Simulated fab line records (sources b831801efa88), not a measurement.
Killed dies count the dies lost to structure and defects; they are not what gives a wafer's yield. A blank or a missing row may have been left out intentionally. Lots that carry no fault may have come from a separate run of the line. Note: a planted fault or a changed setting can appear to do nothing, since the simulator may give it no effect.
2 desks, one fault :: flow gf180mcu :: each desk holds nothing but its own numbers, with what lay behind them at the end

AT THE METROLOGY DESK
Lot by lot, what the gauges showed, no matter which tool ran the lot: averages of those sampled wafers that carry a number. If a lot's mean is further than 4 standard deviations from the usual mean, the lot is out of limits and carries the mark OUT (the distance appears in the brackets).
Columns: A = CONTACT_W_RS at GF_CONTACT_RS_MEAS_25, usual 0.380 ohm/sq; B = CONTACT_W_THK at GF_CONTACT_THK_MEAS_26, usual 300 nm; C = M1_ALCU_RS at GF_M1_RS_MEAS_05, usual 0.0700 ohm/sq
lot: L238
first seen here: day 16 01:57
A: 0.377
B: 304
C: 0.0696

lot: L240
first seen here: day 17 02:27
A: 0.382
B: 301
C: 0.0698

lot: L241
first seen here: day 17 11:12
A: 0.378
B: 303
C: 0.0706

lot: L244
first seen here: day 18 10:55
A: 0.382
B: 297
C: 0.0697

lot: L246
first seen here: day 19 08:34
A: 0.380
B: 299
C: 0.0703

lot: L247
first seen here: day 19 11:35
A: 0.383
B: 297
C: 0.0690

lot: L250
first seen here: day 20 13:58
A: 0.542 (+39) OUT
B: 212 (-24) OUT
C: 0.0705

lot: L251
first seen here: day 20 22:14
A: 0.378
B: 303
C: 0.0695

lot: L253
first seen here: day 21 23:56
A: 0.533 (+37) OUT
B: 215 (-24) OUT
C: 0.0699

lot: L258
first seen here: day 23 11:43
A: 0.374
B: 309
C: 0.0695

lot: L260
first seen here: day 24 03:28
A: 0.375
B: 303
C: 0.0705

lot: L261
first seen here: day 24 08:29
A: 0.374
B: 302
C: 0.0701
This desk finds L250, L253 out of limits, with the earliest case on L250 at day 20 13:58 (CONTACT_W_RS at GF_CONTACT_RS_MEAS_25). L238, L240, L241, L244, L246, L247, L251, L258, L260, L261: within limits.

TOOL OWNER'S DESK, cvdW-01
The tool's own readings at GF_CONTACT_CVD_24 (deposits W, target thk 300 nm, time 90.339 s): means of the sampled wafers that have a number, for each lot that ran on this tool. If a lot's mean is further than 4 standard deviations from the usual mean, the lot is out of limits and carries the mark OUT (the distance appears in the brackets).
Columns: A = heaterPowerW at GF_CONTACT_CVD_24, usual 866 W; B = susceptorTempC at GF_CONTACT_CVD_24, usual 400.02 C
lot: L238
first seen here: day 16 01:51
A: 894
B: 399.99

lot: L240
first seen here: day 17 02:21
A: 898
B: 400.02

lot: L246
first seen here: day 19 08:28
A: 862
B: 399.65

lot: L250
first seen here: day 20 13:52
A: 765
B: 381.64 (-74) OUT

lot: L253
first seen here: day 21 23:50
A: 761
B: 381.72 (-73) OUT
Finding of this desk: L250, L253 out of limits; the first was L250 at day 20 13:52, on susceptorTempC at GF_CONTACT_CVD_24. L238, L240, L246: within limits.

ALL TOGETHER
An alarm could have come from the tool owner's desk at day 20 13:52, on L250, L253.
At day 20 13:58 the metrology desk could have sounded an alarm, on L250, L253.
Every lot named ran GF_CONTACT_CVD_24 on cvdW-01.

WHAT THE SIMULATOR HAD PUT IN
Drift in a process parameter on cvdW-01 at GF_CONTACT_CVD_24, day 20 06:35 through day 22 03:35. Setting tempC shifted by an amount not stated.
Shown lots that were struck: L250, L253.
Time in hours from fault onset to the first out-of-limits reading at each desk: tool owner's desk 7, metrology desk 7.
